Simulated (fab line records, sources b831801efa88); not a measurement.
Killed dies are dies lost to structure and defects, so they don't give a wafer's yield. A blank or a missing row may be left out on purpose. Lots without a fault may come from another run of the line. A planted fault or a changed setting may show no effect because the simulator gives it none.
A struck lot beside a sound one | flow gf180mcu | 18 steps out of a route of 602
Sound: wafers L445.2, L445.4, L445.5. Struck: wafers L457.2, L457.3, L457.6. The cause comes at the end.
At each step with rows: each side's tool, then ch and its chambers, then its first start. Under that, the readings that differ: sound wafers | struck wafers | difference of the means | sigmas: that difference in standard deviations of wafers without a fault.
alike: readings whose means differ by less than 2 such deviations, and words and numbers that are the same on both sides. not compared: withheld readings, readings that some wafer has no value for, bounds like >300 that may hide the same value, and numbers for which the record gives no deviation and whose values overlap.
The two part at a step that has a row with sigmas, a row that says differs or no value, or rows on one side only. Numbers that don't overlap but have no deviation are shown without sigmas and don't part them. A reading that every wafer of one side lacks parts them only if that side has two wafers or more.

first, 1 step without rows for these wafers: GF_V5_CMP_26 (polishes, stops on SiO2, t overpolish 15 s, target thk 0 nm).
GF_TOP_METAL_SPUTTER_00: material Ti, target thk 37.5 nm, time 150 s.
  sound on pvd_sputter-04, day 27 13:16; struck on pvd_sputter-01, day 31 12:19
  alike: cathode_dc_power_W, throttle_valve_pct
GF_TOP_METAL_SPUTTER_01: material TiN, target thk 30 nm, time 25 s.
  sound on pvd_sputter-04, day 27 13:22; struck on pvd_sputter-01, day 31 12:25
  alike: cathode_dc_power_W, throttle_valve_pct
GF_TOP_METAL_SPUTTER_02: material AlCu, target thk 900 nm, time 47.82 s.
  sound on pvd_sputter-04, day 27 13:24; struck on pvd_sputter-01, day 31 12:26
  alike: cathode_dc_power_W, throttle_valve_pct
GF_TOP_METAL_SPUTTER_03: material Ti, target thk 5 nm, time 3.3 s.
  sound on pvd_sputter-04, day 27 13:27; struck on pvd_sputter-01, day 31 12:29
  alike: cathode_dc_power_W, throttle_valve_pct
GF_TOP_METAL_SPUTTER_04: material TiN, target thk 25 nm, time 20.8 s.
  sound on pvd_sputter-04, day 27 13:28; struck on pvd_sputter-01, day 31 12:30
  alike: cathode_dc_power_W, throttle_valve_pct
GF_TOP_METAL_RS_MEAS_05: measures by four-point-probe.
  sound on film_metro-04, day 27 13:31; struck on film_metro-03, day 31 12:33
  reading                    | sound                | struck               | difference | sigmas
  TOP_METAL_ALCU_RS (ohm/sq) | 0.0333 0.0329 0.0328 | 0.0328 0.0320 0.0321 | -0.0007    | -2
GF_TOP_METAL_THK_MEAS_06: measures by xrf.
  sound on film_metro-04, day 27 13:37; struck on film_metro-03, day 31 12:40
  alike: TOP_METAL_ALCU_THK
then, 4 steps without rows for these wafers: GF_TOP_METAL_DEHYDRATE_07 (time 60 s); GF_TOP_METAL_HMDS_08 (prime time 60 s); GF_TOP_METAL_COAT_09 (resist thk 1500 nm); GF_TOP_METAL_SOFTBAKE_10 (time 60 s).
GF_TOP_METAL_EXPOSE_11: exposes mask MetalTop, target cd 440 nm.
  sound on iline_stepper-01 ch 0, day 27 23:40; struck on iline_stepper-02 ch 0, day 31 21:01
  reading                           | sound                   | struck            | difference | sigmas
  model.TOP_METAL.overlay_x_nm (nm) | -0.3799 -0.3799 -0.3799 | 40.21 40.21 40.21 | +40.59     |
  alike: mask
then, 2 steps without rows for these wafers: GF_TOP_METAL_PEB_12; GF_TOP_METAL_DEVELOP_13 (develop time 60 s).
GF_TOP_METAL_CD_MEAS_14: target cd 440 nm.
  sound on cd_sem-01, day 28 09:06; struck on cd_sem-02, day 32 05:15
  alike: cd_nm
GF_TOP_METAL_OVL_MEAS_15:
  sound on overlay-02, day 28 09:13; struck on overlay-01, day 32 05:34
  reading            | sound          | struck         | difference | sigmas
  TOP_METAL_OVL (nm) | -0.7 -0.3 -0.4 | 40.7 41.2 40.4 | +41.2      | +29
  not compared: hold
GF_PASSIVATION_PROBE_99:
  the record has rows for the sound wafers here (prober-01, day 29 09:17) and none for the struck ones

WHERE THEY PART
First at GF_TOP_METAL_RS_MEAS_05; last, within this record, at GF_PASSIVATION_PROBE_99.

WHY: what the simulator had put in
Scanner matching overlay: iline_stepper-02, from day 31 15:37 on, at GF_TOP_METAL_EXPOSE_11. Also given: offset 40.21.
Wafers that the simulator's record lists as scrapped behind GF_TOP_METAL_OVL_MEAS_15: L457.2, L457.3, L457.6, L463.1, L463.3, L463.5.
